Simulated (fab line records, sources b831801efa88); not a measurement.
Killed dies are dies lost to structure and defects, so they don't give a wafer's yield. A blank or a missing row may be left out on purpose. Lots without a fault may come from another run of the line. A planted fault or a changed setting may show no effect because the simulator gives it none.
fab line records | flow sky130
record lots=5 wafers=15 last_day=49
route steps=708 shown DNWELL@43 PWDE@45 NWELL@56
lots that met no fault: from a run of the same line without faults
start_h: hours from the record's first day to the start of the lot's first wafer shown | wait_h: hours since the lot's step before | " the same as in the row above | L1.1+2: a row that stands for several wafers | - no value, or no start given | * or withheld: withheld | < > ~ a bound
route shown NAME@n: a module of which the file shows steps, and the number in the route of the first | usual: mean/standard deviation of fault-free wafers | same: alike in all rows | chamber/n: place in a boat | sites: the reading at each site | _std_site: their standard deviation | _edge_site: outer sites' mean less inner sites' | radius_mm: how far each site lies from the wafer's centre | mask NAME#n: copy n | behind: the tool/chamber that last shaped the wafer | hold: why the lot was held/for how many hours/how that ended | device: the transistor (n, p or np) that didn't switch | end of line: the same wafers' tests at the end of the route | a step without rows: its recipe alone | killed: dies lost to structure and defects at the first sort, not the wafer's yield | map: a wafer's dies, x killed, . not, _ none there
set.NAME: the setting as run; set.NAME@STEP: as run at that earlier step | model.NAME: the simulator's own value behind a step, which no gauge read
lots at some steps of the route; a table a step, a row a wafer
services: from which hour (start_h, from the record's first day; less than 0 if before it) a tool's chamber was out of use, for how many hours, and why
## steps
# step SKY_DNWELL_STRIP_08
# recipe chemistry=O2/N2 power_w=1400 pressure_mtorr=1500 platen_temp_c=withheld o2_flow_sccm=3000 n2_flow_sccm=300 overash_fraction=0.5
# usual drypump_motor_current_A=5.77/0.29 oes_product_au=0.723/0.0043 strip_time_to_endpoint_s=36.97/0.093
# columns lot.wafer tool chamber start_h wait_h drypump_motor_current_A oes_product_au rf_hours_counter_h strip_time_to_endpoint_s
L074.2 plasma_asher-02 1 56.52 0.1 6.18 0.722 24 37.13
L074.4 " 0 " " 5.32 0.723 - 37.00
L074.6 " 0 " " 5.30 0.715 - 37.06
L077.1 plasma_asher-02 0 70.43 0.1 5.31 0.728 26 37.05
L077.3 " 0 " " 5.32 0.716 - 36.99
L077.5 " 1 " " 6.13 0.723 - 37.03
L081.3 plasma_asher-04 1 91.55 0.1 6.02 0.726 - 36.92
L081.4 " 0 " " 5.60 0.722 - 36.89
L081.5 " 0 " " 5.59 0.728 - 36.93
L089.3 plasma_asher-02 1 133.20 0.1 6.20 0.720 - 37.04
L089.4 " 0 " " 5.31 0.724 - 37.05
L089.6 " 1 " " 6.16 0.721 - 37.10
L093.2 plasma_asher-01 0 154.26 0.1 5.86 0.722 45 37.02
L093.4 " 0 " " 5.86 0.721 - 36.90
L093.5 " 1 " " 5.67 0.720 - 36.89
# step SKY_DNWELL_TW_MEAS_09
# usual DNWELL_TW=1100/5.3
# columns lot.wafer tool chamber start_h wait_h DNWELL_TW
L074.2 film_metro-02 - 56.63 0.1 1102
L074.4 " - " " 1108
L074.6 " - " " 1107
L077.1 film_metro-04 - 70.53 0.1 1099
L077.3 " - " " 1097
L077.5 " - " " 1092
L081.3 film_metro-04 - 91.63 0.1 1095
L081.4 " - " " 1096
L081.5 " - " " 1097
L089.3 film_metro-04 - 133.29 0.1 1105
L089.4 " - " " 1110
L089.6 " - " " 1110
L093.2 film_metro-01 - 154.37 0.1 1088
L093.4 " - " " 1101
L093.5 " - " " 1097
# step SKY_PWDE_DEHYDRATE_00
# recipe temp_c=200 time_s=60
# usual resist_line_temp_C=23.00/0.099
# columns lot.wafer tool chamber start_h wait_h resist_line_temp_C
L074.2 litho_track-02 0 64.26 7.6 23.03
L074.4 " 0 " " 22.98
L074.6 " 0 " " 22.97
L077.1 litho_track-04 0 78.41 7.9 22.87
L077.3 " 0 " " 23.02
L077.5 " 0 " " 22.94
L081.3 litho_track-01 0 99.92 8.3 22.99
L081.4 " 0 " " 23.25
L081.5 " 0 " " 22.93
L089.3 litho_track-04 0 142.31 9.0 22.92
L089.4 " 0 " " 22.86
L089.6 " 0 " " 22.77
L093.2 litho_track-01 0 163.05 8.7 22.94
L093.4 " 0 " " 23.12
L093.5 " 0 " " 23.01
# step SKY_PWDE_HMDS_01
# recipe prime_time_s=60 prime_temp_c=120
# usual resist_line_temp_C=23.00/0.11
# columns lot.wafer tool chamber start_h wait_h resist_line_temp_C
L074.2 litho_track-02 0 64.41 0.1 23.00
L074.4 " 0 " " 23.04
L074.6 " 0 " " 23.15
L077.1 litho_track-04 0 78.56 0.1 22.85
L077.3 " 0 " " 22.81
L077.5 " 0 " " 22.90
L081.3 litho_track-01 0 100.07 0.1 22.94
L081.4 " 0 " " 23.07
L081.5 " 0 " " 23.05
L089.3 litho_track-04 0 142.46 0.1 23.30
L089.4 " 0 " " 23.22
L089.6 " 0 " " 23.15
L093.2 litho_track-01 0 163.20 0.1 23.00
L093.4 " 0 " " 23.09
L093.5 " 0 " " 22.99
# step SKY_PWDE_COAT_02
# recipe spin_rpm=2000 resist_thk_nm=3000
# usual resist_line_temp_C=23.03/0.12
# columns lot.wafer tool chamber start_h wait_h resist_line_temp_C
L074.2 litho_track-02 0 64.56 0.1 22.87
L074.4 " 0 " " 22.88
L074.6 " 0 " " 23.05
L077.1 litho_track-04 0 78.71 0.1 23.14
L077.3 " 0 " " 22.93
L077.5 " 0 " " 23.19
L081.3 litho_track-01 0 100.22 0.1 22.92
L081.4 " 0 " " 23.11
L081.5 " 0 " " 22.94
L089.3 litho_track-04 0 142.61 0.1 23.17
L089.4 " 0 " " 23.18
L089.6 " 0 " " 23.19
L093.2 litho_track-01 0 163.35 0.1 23.05
L093.4 " 0 " " 22.99
L093.5 " 0 " " 22.98
# step SKY_PWDE_SOFTBAKE_03
# recipe temp_c=110 time_s=withheld
# usual resist_line_temp_C=22.98/0.12
# columns lot.wafer tool chamber start_h wait_h resist_line_temp_C
L074.2 litho_track-02 0 64.72 0.1 22.90
L074.4 " 0 " " 23.05
L074.6 " 0 " " 23.08
L077.1 litho_track-04 0 78.86 0.1 22.88
L077.3 " 0 " " 22.95
L077.5 " 0 " " 23.03
L081.3 litho_track-01 0 100.39 0.1 22.79
L081.4 " 0 " " 23.03
L081.5 " 0 " " 22.96
L089.3 litho_track-04 0 142.78 0.1 22.82
L089.4 " 0 " " 22.91
L089.6 " 0 " " 22.92
L093.2 litho_track-01 0 163.51 0.1 23.01
L093.4 " 0 " " 22.82
L093.5 " 0 " " 22.88
# step SKY_PWDE_EXPOSE_04
# recipe mask_id=PWDEM na=0.6 source_shape=conventional sigma_outer=0.6 polarization=unpolarized target_cd_nm=840 dose_mj=214
# columns lot.wafer tool chamber start_h wait_h mask
L074.2+4+6 iline_stepper-02 0 - - PWDEM#0
L077.1+3+5 iline_stepper-01 0 - - PWDEM#0
L081.3+4+5 iline_stepper-02 0 - - PWDEM#0
L089.3+4+6 iline_stepper-01 0 - - PWDEM#0
L093.2+4+5 iline_stepper-01 0 - - PWDEM#0
# step SKY_PWDE_PEB_05
# recipe temp_c=115 time_s=withheld
# usual resist_line_temp_C=23.00/0.095
# columns lot.wafer tool chamber start_h wait_h resist_line_temp_C
L074.2 litho_track-04 0 - - 22.88
L074.4 " 0 " " 22.99
L074.6 " 0 " " 23.16
L077.1 litho_track-02 0 - - 23.03
L077.3 " 0 " " 22.98
L077.5 " 0 " " 23.03
L081.3 litho_track-02 0 - - 22.92
L081.4 " 0 " " 22.93
L081.5 " 0 " " 23.00
L089.3 litho_track-02 0 - - 23.01
L089.4 " 0 " " 23.03
L089.6 " 0 " " 22.77
L093.2 litho_track-01 0 - - 23.05
L093.4 " 0 " " 22.97
L093.5 " 0 " " 23.02
# step SKY_PWDE_DEVELOP_06
# recipe wall_angle_deg=90 developer=TMAH develop_time_s=60 dev_temp_c=23
# usual resist_line_temp_C=23.01/0.11
# columns lot.wafer tool chamber start_h wait_h resist_line_temp_C
L074.2 litho_track-04 0 - - 22.91
L074.4 " 0 " " 23.19
L074.6 " 0 " " 22.99
L077.1 litho_track-02 0 - - 23.01
L077.3 " 0 " " 22.96
L077.5 " 0 " " 23.01
L081.3 litho_track-02 0 - - 22.86
L081.4 " 0 " " 22.88
L081.5 " 0 " " 22.78
L089.3 litho_track-02 0 - - 23.18
L089.4 " 0 " " 23.14
L089.6 " 0 " " 23.13
L093.2 litho_track-01 0 - - 23.18
L093.4 " 0 " " 23.18
L093.5 " 0 " " 23.17
# step SKY_PWDE_OVL_MEAS_07
# usual PWDE_OVL=0.1/1.4
# columns lot.wafer tool chamber start_h wait_h PWDE_OVL[nm]
L074.2 overlay-02 - 73.52 - 0.5
L074.4 " - " " -0.1
L074.6 " - " " -0.2
L077.1 overlay-01 - 86.98 - 2.4
L077.3 " - " " 0.7
L077.5 " - " " 2.4
L081.3 overlay-01 - 109.39 - -0.8
L081.4 " - " " -0.8
L081.5 " - " " -0.6
L089.3 overlay-02 - 152.94 - 0.8
L089.4 " - " " -1.7
L089.6 " - " " 0.6
L093.2 overlay-02 - 173.58 - 1.3
L093.4 " - " " 0.9
L093.5 " - " " 0.7
# step SKY_PWDE_IMPLANT_08
# recipe species=B energy_kev=150 dose_cm2=3.6e+12 tilt_deg=withheld
# columns lot.wafer tool chamber start_h wait_h
L074.2+4+6 implanter-03 0 73.58 0.0
L077.1+3+5 implanter-01 0 87.02 0.0
L081.3+4+5 implanter-01 0 109.47 0.1
L089.3+4+6 implanter-02 0 153.02 0.1
L093.2+4+5 implanter-03 0 173.64 0.0
# step SKY_PWDE_STRIP_09
# recipe chemistry=O2/N2 power_w=1400 pressure_mtorr=1500 platen_temp_c=withheld o2_flow_sccm=3000 n2_flow_sccm=300 overash_fraction=0.5
# usual drypump_motor_current_A=5.7/0.3 oes_product_au=0.722/0.0047 strip_time_to_endpoint_s=36.94/0.11
# columns lot.wafer tool chamber start_h wait_h drypump_motor_current_A oes_product_au rf_hours_counter_h strip_time_to_endpoint_s
L074.2 plasma_asher-03 1 73.70 0.1 5.3 0.721 39 37.11
L074.4 " 0 " " 6.0 0.723 - 37.01
L074.6 " 1 " " 5.3 0.723 - 37.01
L077.1 plasma_asher-03 1 87.17 0.1 5.3 0.726 41 36.91
L077.3 " 0 " " 6.0 0.722 - 36.89
L077.5 " 0 " " 6.0 0.723 - 36.92
L081.3 plasma_asher-04 0 109.60 0.1 5.6 0.715 - 36.91
L081.4 " 1 " " 6.0 0.718 - 36.87
L081.5 " 1 " " 6.0 0.719 - 36.94
L089.3 plasma_asher-01 0 153.15 0.1 5.8 0.721 - 37.05
L089.4 " 1 " " 5.7 0.724 - 37.05
L089.6 " 1 " " 5.7 0.724 - 36.91
L093.2 plasma_asher-03 0 173.76 0.1 6.0 0.723 4 36.84
L093.4 " 0 " " 6.0 0.734 - 36.86
L093.5 " 0 " " 6.0 0.719 - 36.91
# step SKY_PWDE_TW_MEAS_10
# usual PWDE_TW=368.7/1.7
# columns lot.wafer tool chamber start_h wait_h PWDE_TW
L074.2 film_metro-04 - 73.81 0.1 368.8
L074.4 " - " " 367.6
L074.6 " - " " 368.0
L077.1 film_metro-02 - 87.27 0.1 369.4
L077.3 " - " " 370.1
L077.5 " - " " 369.0
L081.3 film_metro-04 - 109.69 0.1 369.7
L081.4 " - " " 370.2
L081.5 " - " " 367.9
L089.3 film_metro-04 - 153.24 0.1 370.5
L089.4 " - " " 367.7
L089.6 " - " " 368.5
L093.2 film_metro-04 - 173.87 0.1 367.2
L093.4 " - " " 364.9
L093.5 " - " " 367.3
# step SKY_NWELL_DEHYDRATE_03
# recipe temp_c=200 time_s=60
# usual resist_line_temp_C=22.99/0.12
# columns lot.wafer tool chamber start_h wait_h resist_line_temp_C
L074.2 litho_track-01 0 81.70 7.9 23.17
L074.4 " 0 " " 23.11
L074.6 " 0 " " 23.07
L077.1 litho_track-03 0 95.67 8.4 22.96
L077.3 " 0 " " 22.93
L077.5 " 0 " " 22.87
L081.3 litho_track-03 0 118.02 8.3 22.97
L081.4 " 0 " " 22.94
L081.5 " 0 " " 23.04
L089.3 litho_track-01 0 162.42 9.2 23.18
L089.4 " 0 " " 23.23
L089.6 " 0 " " 23.18
L093.2 litho_track-04 0 183.49 9.6 23.01
L093.4 " 0 " " 23.08
L093.5 " 0 " " 23.10
# step SKY_NWELL_HMDS_04
# recipe prime_time_s=60 prime_temp_c=120
# usual resist_line_temp_C=22.98/0.11
# columns lot.wafer tool chamber start_h wait_h resist_line_temp_C
L074.2 litho_track-01 0 81.85 0.1 22.94
L074.4 " 0 " " 22.96
L074.6 " 0 " " 22.86
L077.1 litho_track-03 0 95.82 0.1 23.03
L077.3 " 0 " " 23.16
L077.5 " 0 " " 22.95
L081.3 litho_track-03 0 118.17 0.1 23.15
L081.4 " 0 " " 22.88
L081.5 " 0 " " 23.00
L089.3 litho_track-01 0 162.57 0.1 23.20
L089.4 " 0 " " 22.93
L089.6 " 0 " " 23.05
L093.2 litho_track-04 0 183.64 0.1 22.86
L093.4 " 0 " " 22.80
L093.5 " 0 " " 22.87
# step SKY_NWELL_COAT_05
# recipe spin_rpm=2000 resist_thk_nm=3000
# usual resist_line_temp_C=23.01/0.092
# columns lot.wafer tool chamber start_h wait_h resist_line_temp_C
L074.2 litho_track-01 0 82.00 0.1 23.06
L074.4 " 0 " " 22.86
L074.6 " 0 " " 23.02
L077.1 litho_track-03 0 95.97 0.1 23.15
L077.3 " 0 " " 23.06
L077.5 " 0 " " 23.01
L081.3 litho_track-03 0 118.32 0.1 23.05
L081.4 " 0 " " 22.91
L081.5 " 0 " " 23.26
L089.3 litho_track-01 0 162.72 0.1 22.86
L089.4 " 0 " " 22.99
L089.6 " 0 " " 22.96
L093.2 litho_track-04 0 183.79 0.1 23.02
L093.4 " 0 " " 22.90
L093.5 " 0 " " 22.94
# step SKY_NWELL_SOFTBAKE_06
# recipe temp_c=110 time_s=withheld
# usual resist_line_temp_C=22.99/0.12
# columns lot.wafer tool chamber start_h wait_h resist_line_temp_C
L074.2 litho_track-01 0 82.16 0.1 22.90
L074.4 " 0 " " 23.01
L074.6 " 0 " " 22.94
L077.1 litho_track-03 0 96.12 0.1 22.93
L077.3 " 0 " " 22.88
L077.5 " 0 " " 22.81
L081.3 litho_track-03 0 118.49 0.1 22.97
L081.4 " 0 " " 23.08
L081.5 " 0 " " 22.87
L089.3 litho_track-01 0 162.89 0.1 22.93
L089.4 " 0 " " 23.15
L089.6 " 0 " " 23.04
L093.2 litho_track-04 0 183.95 0.1 23.13
L093.4 " 0 " " 22.96
L093.5 " 0 " " 23.06
# step SKY_NWELL_EXPOSE_07
# recipe mask_id=NWM na=0.6 source_shape=conventional sigma_outer=0.6 polarization=unpolarized target_cd_nm=840 dose_mj=255
# columns lot.wafer tool chamber start_h wait_h mask
L074.2+4+6 iline_stepper-02 0 - - NWM#0
L077.1+3+5 iline_stepper-02 0 - - NWM#0
L081.3+4+5 iline_stepper-02 0 - - NWM#0
L089.3+4+6 iline_stepper-01 0 - - NWM#0
L093.2+4+5 iline_stepper-02 0 - - NWM#0
# step SKY_NWELL_PEB_08
# recipe temp_c=115 time_s=withheld
# usual resist_line_temp_C=22.99/0.11
# columns lot.wafer tool chamber start_h wait_h resist_line_temp_C
L074.2 litho_track-01 0 - - 22.86
L074.4 " 0 " " 23.07
L074.6 " 0 " " 23.08
L077.1 litho_track-03 0 - - 22.99
L077.3 " 0 " " 22.98
L077.5 " 0 " " 23.10
L081.3 litho_track-04 0 - - 23.20
L081.4 " 0 " " 23.11
L081.5 " 0 " " 22.97
L089.3 litho_track-04 0 - - 22.92
L089.4 " 0 " " 22.95
L089.6 " 0 " " 22.88
L093.2 litho_track-04 0 - - 22.94
L093.4 " 0 " " 22.89
L093.5 " 0 " " 22.98
# step SKY_NWELL_DEVELOP_09
# recipe wall_angle_deg=90 developer=TMAH develop_time_s=60 dev_temp_c=23
# usual resist_line_temp_C=23.02/0.095
# columns lot.wafer tool chamber start_h wait_h resist_line_temp_C
L074.2 litho_track-01 0 - - 23.02
L074.4 " 0 " " 23.17
L074.6 " 0 " " 22.93
L077.1 litho_track-03 0 - - 23.20
L077.3 " 0 " " 23.07
L077.5 " 0 " " 23.04
L081.3 litho_track-04 0 - - 22.98
L081.4 " 0 " " 23.16
L081.5 " 0 " " 22.94
L089.3 litho_track-04 0 - - 22.83
L089.4 " 0 " " 22.95
L089.6 " 0 " " 23.12
L093.2 litho_track-04 0 - - 22.90
L093.4 " 0 " " 23.05
L093.5 " 0 " " 22.94
# step SKY_NWELL_OVL_MEAS_10
# usual NWELL_00_OVL=-0.9/1.4
# columns lot.wafer tool chamber start_h wait_h NWELL_00_OVL[nm]
L074.2 overlay-01 - 90.98 - -1.8
L074.4 " - " " -0.1
L074.6 " - " " -1.1
L077.1 overlay-01 - 105.12 - -0.6
L077.3 " - " " -1.0
L077.5 " - " " -1.8
L081.3 overlay-01 - 127.83 - 0.3
L081.4 " - " " -1.5
L081.5 " - " " -1.0
L089.3 overlay-01 - 173.33 - 0.7
L089.4 " - " " 0.9
L089.6 " - " " 2.6
L093.2 overlay-02 - 195.17 - -2.0
L093.4 " - " " -1.0
L093.5 " - " " -0.8
# step SKY_NWELL_IMPLANT_11
# recipe species=P energy_kev=400 dose_cm2=1.9e+13 tilt_deg=withheld
# columns lot.wafer tool chamber start_h wait_h
L074.2+4+6 implanter-04 0 91.04 0.0
L077.1+3+5 implanter-03 0 105.16 0.0
L081.3+4+5 implanter-04 0 127.90 0.1
L089.3+4+6 implanter-01 0 173.40 0.1
L093.2+4+5 implanter-04 0 195.22 0.0
# step SKY_NWELL_IMPLANT_12
# recipe species=P energy_kev=120 dose_cm2=1.274e+12 tilt_deg=withheld
# columns lot.wafer tool chamber start_h wait_h
L074.2+4+6 implanter-04 0 91.19 0.1
L077.1+3+5 implanter-03 0 105.31 0.1
L081.3+4+5 implanter-04 0 128.05 0.1
L089.3+4+6 implanter-01 0 173.55 0.1
L093.2+4+5 implanter-04 0 195.37 0.1
# step SKY_NWELL_IMPLANT_13
# recipe species=P energy_kev=50 dose_cm2=7e+11 tilt_deg=withheld
# columns lot.wafer tool chamber start_h wait_h
L074.2+4+6 implanter-04 0 91.34 0.1
L077.1+3+5 implanter-03 0 105.46 0.1
L081.3+4+5 implanter-04 0 128.20 0.1
L089.3+4+6 implanter-01 0 173.70 0.1
L093.2+4+5 implanter-04 0 195.52 0.1
# step SKY_NWELL_STRIP_14
# recipe chemistry=O2/N2 power_w=1400 pressure_mtorr=1500 platen_temp_c=withheld o2_flow_sccm=3000 n2_flow_sccm=300 overash_fraction=0.5
# usual drypump_motor_current_A=5.7/0.31 oes_product_au=0.723/0.0045 strip_time_to_endpoint_s=36.95/0.087
# columns lot.wafer tool chamber start_h wait_h drypump_motor_current_A oes_product_au rf_hours_counter_h strip_time_to_endpoint_s
L074.2 plasma_asher-02 0 91.46 0.1 5.3 0.722 28 36.83
L074.4 " 1 " " 6.2 0.718 - 36.80
L074.6 " 1 " " 6.2 0.727 - 36.83
L077.1 plasma_asher-02 0 105.61 0.1 5.3 0.719 29 37.00
L077.3 " 0 " " 5.3 0.717 - 37.09
L077.5 " 1 " " 6.2 0.720 - 36.96
L081.3 plasma_asher-01 1 128.33 0.1 5.7 0.732 - 36.76
L081.4 " 0 " " 5.9 0.722 - 37.02
L081.5 " 0 " " 5.8 0.723 - 36.92
L089.3 plasma_asher-01 1 173.83 0.1 5.7 0.725 - 37.01
L089.4 " 0 " " 5.8 0.724 - 36.89
L089.6 " 0 " " 5.9 0.723 - 37.02
L093.2 plasma_asher-03 0 195.65 0.1 6.0 0.722 6 37.02
L093.4 " 1 " " 5.3 0.731 - 36.87
L093.5 " 0 " " 6.0 0.724 - 37.02
# step SKY_NWELL_TW_MEAS_15
# usual NWELL_TW=1796/8.7
# columns lot.wafer tool chamber start_h wait_h NWELL_TW
L074.2 film_metro-01 - 91.57 0.1 1790
L074.4 " - " " 1798
L074.6 " - " " 1799
L077.1 film_metro-02 - 105.71 0.1 1809
L077.3 " - " " 1816
L077.5 " - " " 1805
L081.3 film_metro-02 - 128.42 0.1 1807
L081.4 " - " " 1809
L081.5 " - " " 1797
L089.3 film_metro-01 - 173.92 0.1 1798
L089.4 " - " " 1804
L089.6 " - " " 1806
L093.2 film_metro-01 - 195.76 0.1 1788
L093.4 " - " " 1783
L093.5 " - " " 1782
# step SKY_NWELL_DEHYDRATE_16
# recipe temp_c=200 time_s=60
# usual resist_line_temp_C=23.00/0.096
# columns lot.wafer tool chamber start_h wait_h resist_line_temp_C
L074.2 litho_track-03 0 99.74 8.2 23.08
L074.4 " 0 " " 22.90
L074.6 " 0 " " 23.06
L077.1 litho_track-03 0 114.17 8.5 23.04
L077.3 " 0 " " 23.08
L077.5 " 0 " " 23.08
L081.3 litho_track-03 0 136.82 8.4 22.86
L081.4 " 0 " " 23.00
L081.5 " 0 " " 22.87
L089.3 litho_track-01 0 183.87 9.9 22.96
L089.4 " 0 " " 23.20
L089.6 " 0 " " 23.08
L093.2 litho_track-03 0 205.74 10.0 23.02
L093.4 " 0 " " 23.06
L093.5 " 0 " " 23.04
# step SKY_NWELL_HMDS_17
# recipe prime_time_s=60 prime_temp_c=120
# usual resist_line_temp_C=23.01/0.1
# columns lot.wafer tool chamber start_h wait_h resist_line_temp_C
L074.2 litho_track-03 0 99.89 0.1 22.84
L074.4 " 0 " " 22.88
L074.6 " 0 " " 22.68
L077.1 litho_track-03 0 114.32 0.1 23.11
L077.3 " 0 " " 22.84
L077.5 " 0 " " 22.97
L081.3 litho_track-03 0 136.97 0.1 22.90
L081.4 " 0 " " 22.96
L081.5 " 0 " " 22.95
L089.3 litho_track-01 0 184.02 0.1 22.99
L089.4 " 0 " " 23.04
L089.6 " 0 " " 23.11
L093.2 litho_track-03 0 205.89 0.1 23.07
L093.4 " 0 " " 23.08
L093.5 " 0 " " 22.93
# step SKY_NWELL_COAT_18
# recipe spin_rpm=2000 resist_thk_nm=3000
# usual resist_line_temp_C=22.98/0.11
# columns lot.wafer tool chamber start_h wait_h resist_line_temp_C
L074.2 litho_track-03 0 100.04 0.1 22.92
L074.4 " 0 " " 23.02
L074.6 " 0 " " 23.06
L077.1 litho_track-03 0 114.47 0.1 23.01
L077.3 " 0 " " 23.04
L077.5 " 0 " " 22.96
L081.3 litho_track-03 0 137.12 0.1 23.22
L081.4 " 0 " " 22.98
L081.5 " 0 " " 22.99
L089.3 litho_track-01 0 184.17 0.1 22.91
L089.4 " 0 " " 23.10
L089.6 " 0 " " 22.87
L093.2 litho_track-03 0 206.04 0.1 23.01
L093.4 " 0 " " 22.95
L093.5 " 0 " " 23.03
# step SKY_NWELL_SOFTBAKE_19
# recipe temp_c=110 time_s=withheld
# usual resist_line_temp_C=22.96/0.1
# columns lot.wafer tool chamber start_h wait_h resist_line_temp_C
L074.2 litho_track-03 0 100.20 0.1 23.07
L074.4 " 0 " " 23.00
L074.6 " 0 " " 23.06
L077.1 litho_track-03 0 114.62 0.1 23.03
L077.3 " 0 " " 23.01
L077.5 " 0 " " 23.03
L081.3 litho_track-03 0 137.29 0.1 23.00
L081.4 " 0 " " 22.94
L081.5 " 0 " " 22.96
L089.3 litho_track-01 0 184.34 0.1 23.07
L089.4 " 0 " " 23.20
L089.6 " 0 " " 23.10
L093.2 litho_track-03 0 206.20 0.1 23.00
L093.4 " 0 " " 23.22
L093.5 " 0 " " 23.06
# step SKY_NWELL_EXPOSE_20
# recipe mask_id=NWM_COMPLEMENT na=0.6 source_shape=conventional sigma_outer=0.6 polarization=unpolarized target_cd_nm=840 dose_mj=260
# columns lot.wafer tool chamber start_h wait_h mask
L074.2+4+6 iline_stepper-01 0 - - NWM_COMPLEMENT#0
L077.1+3+5 iline_stepper-02 0 - - NWM_COMPLEMENT#0
L081.3+4+5 iline_stepper-01 0 - - NWM_COMPLEMENT#0
L089.3+4+6 iline_stepper-01 0 - - NWM_COMPLEMENT#0
L093.2+4+5 iline_stepper-01 0 - - NWM_COMPLEMENT#0
# step SKY_NWELL_PEB_21
# recipe temp_c=115 time_s=withheld
# usual resist_line_temp_C=23.00/0.12
# columns lot.wafer tool chamber start_h wait_h resist_line_temp_C
L074.2 litho_track-01 0 - - 23.17
L074.4 " 0 " " 23.12
L074.6 " 0 " " 22.99
L077.1 litho_track-01 0 - - 23.12
L077.3 " 0 " " 22.96
L077.5 " 0 " " 23.15
L081.3 litho_track-01 0 - - 22.99
L081.4 " 0 " " 22.84
L081.5 " 0 " " 22.91
L089.3 litho_track-01 0 - - 22.92
L089.4 " 0 " " 23.02
L089.6 " 0 " " 23.00
L093.2 litho_track-04 0 - - 22.95
L093.4 " 0 " " 23.07
L093.5 " 0 " " 23.08
# step SKY_NWELL_DEVELOP_22
# recipe wall_angle_deg=90 developer=TMAH develop_time_s=60 dev_temp_c=23
# usual resist_line_temp_C=22.98/0.089
# columns lot.wafer tool chamber start_h wait_h resist_line_temp_C
L074.2 litho_track-01 0 - - 22.99
L074.4 " 0 " " 22.82
L074.6 " 0 " " 22.96
L077.1 litho_track-01 0 - - 22.91
L077.3 " 0 " " 23.05
L077.5 " 0 " " 22.95
L081.3 litho_track-01 0 - - 22.95
L081.4 " 0 " " 23.01
L081.5 " 0 " " 23.18
L089.3 litho_track-01 0 - - 23.02
L089.4 " 0 " " 22.95
L089.6 " 0 " " 23.11
L093.2 litho_track-04 0 - - 22.97
L093.4 " 0 " " 23.02
L093.5 " 0 " " 22.97
# step SKY_NWELL_OVL_MEAS_23
# usual NWELL_01_OVL=-0.7/1.3
# columns lot.wafer tool chamber start_h wait_h NWELL_01_OVL[nm]
L074.2 overlay-02 - 109.43 - 1.3
L074.4 " - " " 0.6
L074.6 " - " " -0.5
L077.1 overlay-01 - 123.47 - 1.8
L077.3 " - " " 1.0
L077.5 " - " " -1.4
L081.3 overlay-02 - 147.04 - -1.2
L081.4 " - " " -2.1
L081.5 " - " " -0.2
L089.3 overlay-01 - 195.34 - 0.2
L089.4 " - " " 2.0
L089.6 " - " " -0.9
L093.2 overlay-02 - 217.62 - -0.3
L093.4 " - " " 0.4
L093.5 " - " " 0.3
# step SKY_NWELL_IMPLANT_24
# recipe species=B energy_kev=140 dose_cm2=9.2e+12 tilt_deg=withheld
# columns lot.wafer tool chamber start_h wait_h
L074.2+4+6 implanter-04 0 109.49 0.0
L077.1+3+5 implanter-01 0 123.51 0.0
L081.3+4+5 implanter-01 0 147.11 0.1
L089.3+4+6 implanter-03 0 195.41 0.1
L093.2+4+5 implanter-03 0 217.67 0.0
# step SKY_NWELL_STRIP_25
# recipe chemistry=O2/N2 power_w=1400 pressure_mtorr=1500 platen_temp_c=withheld o2_flow_sccm=3000 n2_flow_sccm=300 overash_fraction=0.5
# usual drypump_motor_current_A=5.74/0.27 oes_product_au=0.722/0.0047 strip_time_to_endpoint_s=36.94/0.1
# columns lot.wafer tool chamber start_h wait_h drypump_motor_current_A oes_product_au rf_hours_counter_h strip_time_to_endpoint_s
L074.2 plasma_asher-01 0 109.61 0.1 5.88 0.730 39 36.97
L074.4 " 0 " " 5.85 0.725 - 36.93
L074.6 " 0 " " 5.87 0.717 - 36.92
L077.1 plasma_asher-01 1 123.66 0.1 5.68 0.724 41 36.87
L077.3 " 1 " " 5.70 0.729 - 36.84
L077.5 " 1 " " 5.70 0.725 - 36.91
L081.3 plasma_asher-01 0 147.24 0.1 5.84 0.721 - 36.96
L081.4 " 1 " " 5.68 0.723 - 37.06
L081.5 " 1 " " 5.69 0.721 - 37.07
L089.3 plasma_asher-01 1 195.54 0.1 5.71 0.727 - 36.84
L089.4 " 0 " " 5.82 0.721 - 36.82
L089.6 " 1 " " 5.71 0.730 - 36.74
L093.2 plasma_asher-01 0 217.80 0.1 5.86 0.728 51 36.92
L093.4 " 1 " " 5.71 0.722 - 36.93
L093.5 " 0 " " 5.86 0.720 - 36.78
# step SKY_NWELL_TW_MEAS_26
# usual NWELL_2_TW=489.8/2.2
# columns lot.wafer tool chamber start_h wait_h NWELL_2_TW
L074.2 film_metro-01 - 109.72 0.1 488.9
L074.4 " - " " 491.5
L074.6 " - " " 489.4
L077.1 film_metro-02 - 123.76 0.1 497.7
L077.3 " - " " 493.9
L077.5 " - " " 493.6
L081.3 film_metro-04 - 147.33 0.1 485.1
L081.4 " - " " 487.1
L081.5 " - " " 487.9
L089.3 film_metro-02 - 195.63 0.1 493.2
L089.4 " - " " 489.2
L089.6 " - " " 489.5
L093.2 film_metro-01 - 217.91 0.1 490.3
L093.4 " - " " 490.3
L093.5 " - " " 492.4
# step SKY_NWELL_CLEAN_27
# recipe chemistry=SC1/SC2 mix=1:4:20 temp_c=70 time_s=150 dry=n2_spin
# columns lot.wafer tool chamber start_h wait_h
L074.2+4+6 wet_bench-02 1 109.77 0.0
L077.1+3+5 wet_bench-02 1 123.82 0.1
L081.3+4+5 wet_bench-04 0 147.37 0.0
L089.3+4+6 wet_bench-04 2 195.67 0.0
L093.2+4+5 wet_bench-01 0 217.96 0.0
## services
# columns tool chamber start_h hours kind
implanter-04 - 34.85 3.5 repair
iline_stepper-01 - 51.06 1.7 pm
implanter-01 - 65.73 1.1 repair
wet_bench-01 - 66.04 29.5 repair
iline_stepper-02 0 69.28 - calibration
implanter-02 - 76.47 1.3 repair
implanter-01 - 77.55 2.1 repair
plasma_asher-01 - 86.29 9.6 repair
iline_stepper-02 - 94.35 1.7 pm
implanter-02 - 108.45 6.4 pm
plasma_asher-03 - 108.75 9.0 pm
plasma_asher-03 0 108.75 9.0 vent_cycle
implanter-01 - 109.85 4.5 repair
iline_stepper-01 - 113.22 3.8 repair
plasma_asher-03 - 117.75 14.6 pm
litho_track-03 - 127.13 - consumable_replace:filter
implanter-04 - 136.43 1.5 repair
plasma_asher-04 - 139.87 9.2 repair
implanter-03 - 143.10 4.2 pm
implanter-04 - 175.30 3.5 pm
iline_stepper-01 0 181.11 - calibration
plasma_asher-04 - 208.02 0.7 repair
iline_stepper-01 - 212.81 4.3 pm
wet_bench-04 - 217.13 0.7 repair
## key
fault none
